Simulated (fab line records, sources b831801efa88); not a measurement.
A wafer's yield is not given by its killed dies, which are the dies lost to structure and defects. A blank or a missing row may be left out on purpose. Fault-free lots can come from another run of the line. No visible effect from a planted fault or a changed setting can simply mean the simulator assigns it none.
Chamber matching    flow gf180mcu    cmp-01 running GF_V3_CMP_26: 4 sister chambers
The step polishes, stops on SiO2, t overpolish 15 s, target thk 0 nm. 8 wafers are shown with their chamber, then 7 later ones without.

== WAFERS, EACH WITH ITS CHAMBER ==
wafer   chamber  motorCurrentA (A)  timeToEndpointS (s)
L234.5  2        12.0               83
L239.4  1        10.0               91
L238.1  1        10.4               90
L240.2  3        12.3               83
L240.4  0        12.6               81
L241.2  3        12.2               77
L251.2  0        12.6               85
L251.4  2        12.3               84

== WAFERS WHOSE CHAMBER IS MISSING ==
wafer   motorCurrentA (A)  timeToEndpointS (s)
L251.6  12.9               84
L253.4  13.0               87
L253.5  12.5               83
L253.6  12.1               88
L255.2  10.3               95
L255.3  12.2               88
L255.4  12.6               85

== CHAMBER TAKEN BY EACH ==
wafer    from the rows above            in truth
L251.6   0                              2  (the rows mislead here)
L253.4   0                              0
L253.5   can't be placed: 0 or 3 or 2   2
L253.6   can't be placed: 2 or 3 or 0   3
L255.2   1                              1
L255.3   can't be placed: 2 or 0 or 3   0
L255.4   can't be placed: 0 or 2 or 3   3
2 of 7 placed correctly. Not placeable from these rows: 4 (in 4, the candidates include the true chamber). Wrongly placed: 1.
How it was worked out, from the rows above alone: a wafer's distance from a chamber is the root of the sum, over the readings, of the square of ((its reading less the chamber's mean) divided by the reading's scatter). If the next closest chamber is less than 2 further off than the closest, the wafer can't be placed; otherwise it belongs to the closest. Each chamber's mean is taken over the wafers shown for it. The scatter: the root of (the sum of the squares of (reading less its chamber's mean) over the shown wafers, divided by (wafers less chambers)).
